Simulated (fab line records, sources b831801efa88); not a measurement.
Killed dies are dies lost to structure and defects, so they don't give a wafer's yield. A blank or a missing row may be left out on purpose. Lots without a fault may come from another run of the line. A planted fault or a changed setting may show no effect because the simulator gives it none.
Chamber matching | flow sfq_line | SFQ_TRILAYER_I0_CMP_CMP_028 on cmp-02: 4 sister chambers
The step polishes SiO2. 16 wafers are shown with their chamber, then 8 later ones without.

WAFERS WITH THEIR CHAMBER
wafer  | chamber | motor_current_A (A) | time_to_endpoint_s (s) | retaining_ring_pressure_frac
L857.3 | 2       | 9.5                 | 216                    | 1.003
L857.5 | 2       | 9.1                 | 212                    | 1.003
L857.6 | 1       | 10.6                | 206                    | 1.001
L858.2 | 1       | 10.7                | 199                    | 0.995
L858.3 | 3       | 10.3                | 201                    | 1.002
L858.4 | 0       | 10.2                | 218                    | 1.001
L862.1 | 0       | 10.3                | 214                    | 0.992
L862.5 | 3       | 10.4                | 216                    | 1.005
L862.6 | 0       | 10.3                | 229                    | 0.993
L864.2 | 2       | 9.7                 | 209                    | 0.997
L864.5 | 0       | 10.4                | 213                    | 0.996
L864.6 | 3       | 11.0                | 219                    | 0.998
L866.4 | 3       | 10.3                | 219                    | 0.997
L866.3 | 2       | 8.7                 | 217                    | 0.998
L866.6 | 0       | 10.2                | 225                    | 0.996
L867.4 | 0       | 10.2                | 218                    | 1.003

SIGNATURES (means of the wafers above)
reading                      | chamber 0 | chamber 1 | chamber 2 | chamber 3 | scatter within a chamber
motor_current_A              | 10.267    | 10.650    | 9.250     | 10.500    | 0.284
time_to_endpoint_s           | 219.50    | 202.50    | 213.50    | 213.75    | 6.36
retaining_ring_pressure_frac | 0.99683   | 0.99800   | 1.00025   | 1.00050   | 0.00392
Rule: a wafer's distance from a chamber is the root of the sum, over the readings, of the square of ((its reading less the chamber's mean) divided by the reading's scatter). The wafer belongs to the nearest chamber; if the next one is less than 2 further off, it can't be placed. The scatter: the root of (the sum of the squares of (reading less its chamber's mean) over the shown wafers, divided by (wafers less chambers)).

WAFERS WITHOUT THEIR CHAMBER
wafer  | motor_current_A (A) | time_to_endpoint_s (s) | retaining_ring_pressure_frac
L867.5 | 9.4                 | 217                    | 1.000
L867.6 | 10.9                | 206                    | 1.007
L868.1 | 10.6                | 211                    | 1.004
L868.2 | 10.4                | 216                    | 1.003
L868.5 | 10.2                | 215                    | 0.997
L870.2 | 11.5                | 206                    | 0.997
L870.3 | 10.0                | 224                    | 1.006
L870.4 | 10.1                | 221                    | 1.006

WHICH CHAMBER EACH WENT THROUGH
wafer  | from the rows above               | in truth
L867.5 | 2                                 | 2
L867.6 | can't be placed: 3 or 1 or 0      | 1
L868.1 | can't be placed: 3 or 1 or 0      | 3
L868.2 | can't be placed: 3 or 0 or 1      | 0
L868.5 | can't be placed: 0 or 3 or 1      | 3
L870.2 | can't be placed: 1 or 3 or 0      | 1
L870.3 | can't be placed: 0 or 3 or 2 or 1 | 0
L870.4 | can't be placed: 3 or 0 or 2 or 1 | 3
Placed correctly: 1 of 8. Can't be placed from these rows: 7 (the true chamber is among the candidates in 7). Placed wrongly: 0.
